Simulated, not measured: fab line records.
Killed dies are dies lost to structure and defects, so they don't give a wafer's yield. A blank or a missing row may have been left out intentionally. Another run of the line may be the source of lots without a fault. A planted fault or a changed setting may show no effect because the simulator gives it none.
Which tool did it? || flow sky130 || 11 lots, 33 wafers sampled, at 3 steps of a route of 708

## WHAT THE GAUGES READ, wafer by wafer
SKY_PASSIVATION_THK_MEAS_03.
{"lot": "L836", "measured": "day 43 20:31", "on": "film_metro-04", "PASSIVATION_CVD_02_THK (nm)": "535 541 542"}
{"lot": "L838", "measured": "day 44 11:48", "on": "film_metro-02", "PASSIVATION_CVD_02_THK (nm)": "545 553 531"}
{"lot": "L839", "measured": "day 44 20:34", "on": "film_metro-02", "PASSIVATION_CVD_02_THK (nm)": "536 533 540"}
{"lot": "L841", "measured": "day 45 12:25", "on": "film_metro-03", "PASSIVATION_CVD_02_THK (nm)": "532 541 545"}
{"lot": "L843", "measured": "day 45 17:55", "on": "film_metro-02", "PASSIVATION_CVD_02_THK (nm)": "546 534 535"}
{"lot": "L844", "measured": "day 45 23:35", "on": "film_metro-02", "PASSIVATION_CVD_02_THK (nm)": "524 536 549"}
{"lot": "L845", "measured": "day 46 03:09", "on": "film_metro-04", "PASSIVATION_CVD_02_THK (nm)": "541 549 557"}
{"lot": "L847", "measured": "day 46 18:58", "on": "film_metro-03", "PASSIVATION_CVD_02_THK (nm)": "592 603 597 592 603 598"}
{"lot": "L849", "measured": "day 47 01:34", "on": "film_metro-04", "PASSIVATION_CVD_02_THK (nm)": "597 597 612 596 597 612"}
{"lot": "L850", "measured": "day 47 11:52", "on": "film_metro-03", "PASSIVATION_CVD_02_THK (nm)": "539 547 540"}
{"lot": "L859", "measured": "day 49 13:40", "on": "film_metro-02", "PASSIVATION_CVD_02_THK (nm)": "525 539 542"}

## WHAT TOOL EACH LOT RAN ON (gives the tool, then ch and the chambers of the sampled wafers, and finally the start)
{"lot": "L836", "SKY_METAL5_DESCUM_14": "rie_metal-04 ch 0,1, day 43 19:20", "SKY_PASSIVATION_CVD_02": "pecvd-01 ch 0,1,2, day 43 20:17"}
{"lot": "L838", "SKY_METAL5_DESCUM_14": "rie_metal-03 ch 0,1, day 44 10:38", "SKY_PASSIVATION_CVD_02": "pecvd-04 ch 0,1, day 44 11:34"}
{"lot": "L839", "SKY_METAL5_DESCUM_14": "rie_metal-03 ch 0,1, day 44 19:22", "SKY_PASSIVATION_CVD_02": "pecvd-02 ch 0,1,2, day 44 20:21"}
{"lot": "L841", "SKY_METAL5_DESCUM_14": "rie_metal-04 ch 0,1, day 45 11:15", "SKY_PASSIVATION_CVD_02": "pecvd-02 ch 0,2, day 45 12:11"}
{"lot": "L843", "SKY_METAL5_DESCUM_14": "rie_metal-03 ch 0,1, day 45 16:43", "SKY_PASSIVATION_CVD_02": "pecvd-02 ch 1,2, day 45 17:40"}
{"lot": "L844", "SKY_METAL5_DESCUM_14": "rie_metal-04 ch 0, day 45 22:02", "SKY_PASSIVATION_CVD_02": "pecvd-04 ch 0,1, day 45 23:14"}
{"lot": "L845", "SKY_METAL5_DESCUM_14": "rie_metal-02 ch 0,1, day 46 01:59", "SKY_PASSIVATION_CVD_02": "pecvd-02 ch 0,1, day 46 02:55"}
{"lot": "L847", "SKY_METAL5_DESCUM_14": "rie_metal-03 ch 0,1, day 46 17:46", "SKY_PASSIVATION_CVD_02": "pecvd-04 ch 0,1,2, day 46 18:43"}
{"lot": "L849", "SKY_METAL5_DESCUM_14": "rie_metal-02 ch 0,1, day 47 00:24", "SKY_PASSIVATION_CVD_02": "pecvd-04 ch 1,2, day 47 01:20"}
{"lot": "L850", "SKY_METAL5_DESCUM_14": "rie_metal-02 ch 0,1, day 47 10:38", "SKY_PASSIVATION_CVD_02": "pecvd-01 ch 0,1,2, day 47 11:44"}
{"lot": "L859", "SKY_METAL5_DESCUM_14": "rie_metal-04 ch 0, day 49 12:28", "SKY_PASSIVATION_CVD_02": "pecvd-02 ch 0,2, day 49 13:25"}
- SKY_METAL5_DESCUM_14: chemistry O2, time 11 s.
- SKY_PASSIVATION_CVD_02: deposits Si3N4, target thk 540 nm.

## THE ANSWER, worked out from the rows above alone
Rule: the usual values come from the lots themselves. The widest of any qualifying gaps counts: lots, ordered by their means at a reading, are off when they make up no more than a third of the lots, leave a main group of 4 or more, and stand apart from it by 3 or more times the standard deviation of that group's means. The tables above print the reading to a certain number of digits; a main group whose means all agree to those digits is not used. A lot without any number at a reading at which 4 lots or more have one is off too. The other lots that the step has rows for count as sound.
Off: at SKY_PASSIVATION_THK_MEAS_03 (PASSIVATION_CVD_02_THK), L847, L849. For the main group the mean is 540 nm and the standard deviation 4.
If a tool, at a process step before that reading, ran all the lots that are off and no sound lot after the first of them, it fits. Those tools and the gauges at SKY_PASSIVATION_THK_MEAS_03 are tried in the same way. One fits: pecvd-04 at SKY_PASSIVATION_CVD_02. Its last sound lot is L844 (day 45 23:14), its first lot that is off L847 (day 46 18:43): a fault that began between those two fits.

## WHAT THE SIMULATOR PUT IN
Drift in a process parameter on pecvd-04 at SKY_PASSIVATION_CVD_02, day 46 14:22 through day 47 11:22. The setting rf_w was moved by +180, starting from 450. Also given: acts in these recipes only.
Lots struck among those shown: L847, L849. The same result came from the rule above.
